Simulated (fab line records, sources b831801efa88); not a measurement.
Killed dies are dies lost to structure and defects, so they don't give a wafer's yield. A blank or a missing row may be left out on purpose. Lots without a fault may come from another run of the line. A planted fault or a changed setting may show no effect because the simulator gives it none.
Which tool did it? | flow gf180mcu | 14 lots, 42 wafers sampled, at 6 steps of a route of 602

WHAT THE GAUGES READ, wafer by wafer
GF_VT_IMPLANT_OVL_MEAS_29.
lot  | measured     | on         | VT_IMPLANT_02_OVL (nm)
L579 | day 7 09:16  | overlay-01 | -2.4 -0.8 0.5
L580 | day 7 15:29  | overlay-01 | -1.6 -0.4 -0.5
L582 | day 8 05:46  | overlay-01 | -2.4 -1.4 -0.8
L583 | day 8 12:19  | overlay-02 | 0.7 -1.0 0.2
L584 | day 8 18:13  | overlay-02 | 1.7 1.6 0.3
L586 | day 9 08:01  | overlay-01 | -0.6 0.0 0.3
L588 | day 9 21:22  | overlay-01 | -1.3 1.3 1.0
L590 | day 10 09:07 | overlay-01 | -2.2 -3.0 -1.6
L591 | day 10 16:07 | overlay-01 | -0.4 -1.0 -0.1
L592 | day 10 22:47 | overlay-01 | -1.5 -0.2 -1.1
L593 | day 11 08:16 | overlay-02 | 0.6 0.1 0.6
L594 | day 11 13:07 | overlay-01 | 0.2 1.6 0.8
L595 | day 11 22:01 | overlay-01 | 1.5 0.9 0.0
L598 | day 12 14:42 | overlay-02 | -0.4 0.3 -1.1

GF_DUAL_GATE_OVL_MEAS_11.
lot  | measured     | on         | DUAL_GATE_OVL (nm)
L579 | day 8 21:03  | overlay-02 | -2.1 -1.7 -2.5
L580 | day 9 05:54  | overlay-01 | 0.6 0.5 0.1
L582 | day 9 19:13  | overlay-02 | -1.6 -0.9 -0.7
L583 | day 10 00:13 | overlay-01 | 1.5 0.9 0.4
L584 | day 10 08:12 | overlay-01 | 0.9 0.3 -0.5
L586 | day 10 22:01 | overlay-01 | 1.8 -0.7 0.4
L588 | day 11 13:16 | overlay-02 | 0.4 1.0 0.3
L590 | day 12 00:12 | overlay-02 | -2.5 -1.4 -0.3
L591 | day 12 08:32 | overlay-01 | -0.5 -3.8 -0.8
L592 | day 12 15:45 | overlay-02 | -0.4 0.6 0.6
L593 | day 13 01:02 | overlay-02 | -1.4 -0.1 0.3
L594 | day 13 07:48 | overlay-01 | -0.4 -0.1 -0.2
L595 | day 13 17:13 | overlay-02 | -0.2 0.2 -0.8
L598 | day 14 09:54 | overlay-01 | 0.5 -0.3 -0.5

GF_POLY_GATE_THK_MEAS_01.
lot  | measured     | on            | POLY_GATE_CVD_00_THK (nm)
L579 | day 9 01:10  | film_metro-04 | 199.7 198.7 199.5
L580 | day 9 09:03  | film_metro-04 | 202.1 200.9 200.5
L582 | day 9 22:41  | film_metro-04 | 202.0 201.0 201.6
L583 | day 10 03:31 | film_metro-03 | 202.3 203.0 201.5
L584 | day 10 11:21 | film_metro-02 | 202.2 201.3 202.9
L586 | day 11 01:22 | film_metro-03 | 200.6 202.4 201.9
L588 | day 11 16:41 | film_metro-04 | 201.0 200.4 199.8
L590 | day 12 03:22 | film_metro-03 | 200.3 198.3 198.4
L591 | day 12 12:48 | film_metro-04 | 199.0 199.7 198.4
L592 | day 12 20:43 | film_metro-04 | 198.1 201.9 199.5
L593 | day 13 04:32 | film_metro-02 | 198.9 198.0 200.0
L594 | day 13 11:25 | film_metro-03 | 204.7 202.4 199.5
L595 | day 13 21:25 | film_metro-02 | 60.2 61.6 59.3
L598 | day 14 14:04 | film_metro-04 | 59.1 58.7 59.9

GF_HV_LDD_OVL_MEAS_08.
lot  | measured     | on         | HV_LDD_OVL (nm)
L579 | day 10 13:47 | overlay-01 | 0.2 0.4 1.0
L580 | day 10 23:31 | overlay-01 | 1.1 -0.6 0.1
L582 | day 11 13:46 | overlay-01 | -1.1 -1.7 -1.8
L583 | day 11 18:11 | overlay-02 | 1.4 0.6 0.3
L584 | day 12 03:08 | overlay-01 | 0.5 0.1 0.6
L586 | day 12 17:13 | overlay-01 | -2.9 -2.6 -2.9
L588 | day 13 10:22 | overlay-02 | 1.3 -1.0 -0.2
L590 | day 13 21:35 | overlay-01 | 0.0 0.0 -0.3
L591 | day 14 07:13 | overlay-01 | 1.3 0.4 0.4
L592 | day 14 15:01 | overlay-01 | -4.9 -4.8 -5.0
L593 | day 14 23:31 | overlay-02 | -1.0 1.8 -1.8
L594 | day 15 06:34 | overlay-02 | 0.5 -1.2 0.3
L595 | day 15 18:38 | overlay-02 | -0.2 0.3 1.1
L598 | day 16 11:37 | overlay-02 | -1.6 -3.9 -2.1

WHICH TOOL RAN EACH LOT (tool, then ch and the chambers of the sampled wafers, then the start)
lot  | GF_POLY_GATE_CVD_00         | GF_POLY_GATE_ETCH_13
L579 | lpcvd-01 ch 1, day 8 23:49  | rie_si-02 ch 1,3, day 9 18:19
L580 | lpcvd-02 ch 1, day 9 07:43  | rie_si-01 ch 0,1,3, day 10 02:40
L582 | lpcvd-02 ch 1, day 9 21:20  | rie_si-02 ch 0,1,3, day 10 17:07
L583 | lpcvd-02 ch 0, day 10 02:10 | rie_si-02 ch 2,3, day 10 21:41
L584 | lpcvd-02 ch 0, day 10 10:01 | rie_si-02 ch 1,3, day 11 06:13
L586 | lpcvd-02 ch 1, day 11 00:01 | rie_si-01 ch 0,1, day 11 20:22
L588 | lpcvd-02 ch 0, day 11 15:20 | rie_si-02 ch 0,3, day 12 11:58
L590 | lpcvd-01 ch 0, day 12 02:02 | rie_si-02 ch 1,2, day 12 23:13
L591 | lpcvd-02 ch 1, day 12 11:28 | rie_si-01 ch 0,2,3, day 13 09:25
L592 | lpcvd-02 ch 0, day 12 19:23 | rie_si-01 ch 0,1,3, day 13 17:16
L593 | lpcvd-01 ch 0, day 13 03:12 | rie_si-02 ch 1,3, day 14 00:57
L594 | lpcvd-02 ch 1, day 13 10:04 | rie_si-01 ch 1,2,3, day 14 07:07
L595 | lpcvd-01 ch 0, day 13 20:04 | rie_si-02 ch 0,1,2, day 14 18:34
L598 | lpcvd-01 ch 0, day 14 12:43 | rie_si-02 ch 1,2,3, day 15 11:19
- GF_POLY_GATE_CVD_00: deposits poly-Si, target thk 200 nm, time 1200 s.
- GF_POLY_GATE_ETCH_13: etches poly-Si in HBr/Cl2, stops on SiO2, target depth 198.5 nm, time 69.6 s.

WHAT THE TOOLS THEMSELVES READ (means of the sampled wafers that have a number; where no wafer has one, the mark that the record gives instead)
GF_POLY_GATE_CVD_00.
lot  | tool     | spike_tc_bottom_C (C) | spike_tc_centre_C (C) | spike_tc_lower_C (C) | spike_tc_top_C (C) | spike_tc_upper_C (C) | susceptor_temp_C (C)
L579 | lpcvd-01 | 641.2                 | 619.6                 | 618.2                | 640.4              | 619.6                | 619.5
L580 | lpcvd-02 | 636.0                 | 620.9                 | 622.0                | 642.9              | 619.4                | 620.0
L582 | lpcvd-02 | 636.5                 | 619.9                 | 622.1                | 643.6              | 619.0                | 619.8
L583 | lpcvd-02 | 642.4                 | 621.7                 | 618.5                | 640.4              | 620.7                | 620.5
L584 | lpcvd-02 | 641.8                 | 620.5                 | 618.6                | 640.7              | 622.1                | 619.8
L586 | lpcvd-02 | 636.5                 | 620.2                 | 622.2                | 643.3              | 620.0                | 620.4
L588 | lpcvd-02 | 642.4                 | 621.9                 | 620.1                | 640.1              | 621.8                | 620.2
L590 | lpcvd-01 | 638.5                 | 622.6                 | 618.8                | 641.4              | 619.3                | 620.1
L591 | lpcvd-02 | 636.0                 | 620.0                 | 621.2                | 642.5              | 619.2                | 619.9
L592 | lpcvd-02 | 642.3                 | 620.7                 | 619.0                | 641.0              | 621.6                | 620.3
L593 | lpcvd-01 | 639.1                 | 622.3                 | 619.0                | 642.2              | 619.4                | 620.3
L594 | lpcvd-02 | 636.4                 | 619.3                 | 620.5                | 643.3              | 619.5                | 620.5
L595 | lpcvd-01 | 592.2                 | 573.1                 | 571.0                | 595.5              | 572.9                | 572.1
L598 | lpcvd-01 | 592.0                 | 572.9                 | 570.9                | 596.7              | 572.2                | 572.5

GF_POLY_GATE_ETCH_13.
lot  | tool      | drypump_motor_current_A (A) | oes_product_au (a.u.) | rf_fwd_power_W (W) | throttle_valve_pct (%)
L579 | rie_si-02 | 6.2                         | 0.991                 | 395.2              | 33.689
L580 | rie_si-01 | 5.6                         | 0.992                 | 396.6              | 33.690
L582 | rie_si-02 | 6.3                         | 0.993                 | 396.2              | 33.685
L583 | rie_si-02 | 5.7                         | 0.987                 | 396.1              | 33.680
L584 | rie_si-02 | 6.3                         | 0.991                 | 395.7              | 33.683
L586 | rie_si-01 | 5.8                         | 0.994                 | 397.1              | 33.686
L588 | rie_si-02 | 6.3                         | 0.994                 | 395.2              | 33.684
L590 | rie_si-02 | 5.8                         | 0.987                 | 396.7              | 33.679
L591 | rie_si-01 | 5.6                         | 0.988                 | 396.7              | 33.687
L592 | rie_si-01 | 5.6                         | 0.992                 | 396.5              | 33.684
L593 | rie_si-02 | 6.2                         | 0.987                 | 395.8              | 33.688
L594 | rie_si-01 | 5.7                         | 0.992                 | 396.3              | 33.685
L595 | rie_si-02 | 6.1                         | 0.493                 | 396.1              | 33.687
L598 | rie_si-02 | 6.0                         | 0.487                 | 396.8              | 33.688

THE ANSWER, worked out from the rows above alone
Rule: what is usual is taken from the lots themselves. Put in order of their means at a reading, lots are off if they are a third of the lots or fewer, leave a main group of 4 or more, and stand apart from it by a gap of 3 or more times the standard deviation of the main group's means; of several such gaps the widest counts. A main group whose means are all the same, to the digits that the tables above print for the reading, isn't used. A lot without any number at a reading at which 4 lots or more have one is off too. The other lots that the step has rows for count as sound. The gauges are gone through in route order, then the tools' own readings, and for those a lot's mean is taken as printed above. The first step at which some lot is off is used, and at that step the reading that is off furthest; a lot without a number counts as furthest.
Off: L595, L598, at GF_POLY_GATE_THK_MEAS_01 (POLY_GATE_CVD_00_THK). The main group: mean 200.6 nm, standard deviation 1.3.
A tool fits if, at a process step before that reading, it ran every lot that is off, and no sound lot after the first of them. The gauges at GF_POLY_GATE_THK_MEAS_01 aren't tried: what is off there is off at GF_POLY_GATE_CVD_00 too, on other tools, and a gauge's error can't cause that. One fits: lpcvd-01 at GF_POLY_GATE_CVD_00. Its last sound lot is L593 (day 13 03:12), its first lot that is off L595 (day 13 20:04): a fault that began between those two fits.
The tool's own readings at GF_POLY_GATE_CVD_00 bear it out: on the lots that are off they differ by more than 5 times the standard deviation of the sound lots' means. spike_tc_bottom_C reads 592.1 C there against 639.1 C on the sound lots; spike_tc_centre_C reads 573.0 C there against 620.8 C on the sound lots; spike_tc_lower_C reads 571.0 C there against 620.0 C on the sound lots; spike_tc_top_C reads 596.1 C there against 641.8 C on the sound lots; spike_tc_upper_C reads 572.5 C there against 620.1 C on the sound lots; susceptor_temp_C reads 572.3 C there against 620.1 C on the sound lots.

WHAT THE SIMULATOR HAD PUT IN
Process parameter drift: lpcvd-01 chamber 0, from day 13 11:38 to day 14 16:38, at GF_POLY_GATE_CVD_00. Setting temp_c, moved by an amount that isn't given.
Lots struck among those shown: L595, L598. The rule above found the same.
